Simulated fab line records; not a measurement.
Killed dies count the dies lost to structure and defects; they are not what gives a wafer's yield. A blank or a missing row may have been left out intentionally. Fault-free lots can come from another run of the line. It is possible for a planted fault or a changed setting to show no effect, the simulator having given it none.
2 desks, one fault / flow gf180mcu / each desk holds nothing but its own numbers, with what lay behind them at the end

## METROLOGY DESK
Lot by lot, what the gauges showed, no matter which tool ran the lot: averages of those sampled wafers that carry a number. If a lot's mean is further than 4 standard deviations from the usual mean, the lot is out of limits and carries the mark OUT (the distance appears in the brackets).
Columns: A = NWELL_OVL at GF_NWELL_OVL_MEAS_07, usual -0.9 nm; B = V4_W_RS at GF_V4_RS_MEAS_24, usual 0.326 ohm/sq
lot=L589; first seen here=day 3 07:22; A=-2.2; B=0.322
lot=L591; first seen here=day 3 19:31; A=-1.4; B=0.331
lot=L592; first seen here=day 3 22:27; A=-2.9; B=0.325
lot=L593; first seen here=day 4 04:49; A=-1.5; B=0.328
lot=L594; first seen here=day 4 09:45; A=-0.9; B=0.326
lot=L596; first seen here=day 4 20:34; A=-3.1; B=0.324
lot=L597; first seen here=day 5 02:43; A=-1.0; B=0.329
lot=L601; first seen here=day 6 02:28; A=0.2; B=0.328
lot=L602; first seen here=day 6 05:05; A=1.5; B=0.327
lot=L604; first seen here=day 6 17:34; A=0.3; B=0.330
lot=L608; first seen here=day 7 16:46; A=-94.5 (-72) OUT; B=0.321
lot=L609; first seen here=day 7 20:28; A=-92.2 (-70) OUT; B=0.322
lot=L612; first seen here=day 8 14:31; A=-0.8; B=0.323
This desk finds L608, L609 out of limits, with the earliest case on L608 at day 7 16:46 (NWELL_OVL at GF_NWELL_OVL_MEAS_07). L589, L591, L592, L593, L594, L596, L597, L601, L602, L604, L612 stayed within limits.

## DESK OF THE TOOL OWNER: iline-stepper-02
The tool's own readings at GF_NWELL_EXPOSE_04 (exposes mask Nwell, target cd 860 nm): means of the sampled wafers that have a number, for each lot that ran on this tool. If a lot's mean is further than 4 standard deviations from the usual mean, the lot is out of limits and carries the mark OUT (the distance appears in the brackets).
Columns: A = reticle-temp-C at GF_NWELL_EXPOSE_04, usual 22.99 C
lot=L589; first seen here=day 3 01:10; A=23.04
lot=L591; first seen here=day 3 12:58; A=22.90
lot=L593; first seen here=day 3 22:18; A=22.89
lot=L594; first seen here=day 4 03:10; A=22.85
lot=L602; first seen here=day 5 21:55; A=22.96
lot=L608; first seen here=day 7 09:19; A=23.01
lot=L609; first seen here=day 7 12:13; A=23.19
Result from this desk: across the 7 lots, nothing is out of limits.

## ALL TOGETHER
L608, L609 would have let the metrology desk raise an alarm at day 7 16:46.
The tool owner's desk saw nothing out of limits.
Tool owner's desk: L608, L609 on record, inside its limits.
Every lot named ran GF_NWELL_EXPOSE_04 on iline-stepper-02.

## WHAT THE SIMULATOR HAD PUT IN
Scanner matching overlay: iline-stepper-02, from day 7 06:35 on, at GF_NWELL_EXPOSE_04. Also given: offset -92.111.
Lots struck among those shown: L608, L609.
Hours from the fault's start to each desk's first reading out of limits: the metrology desk, 10.
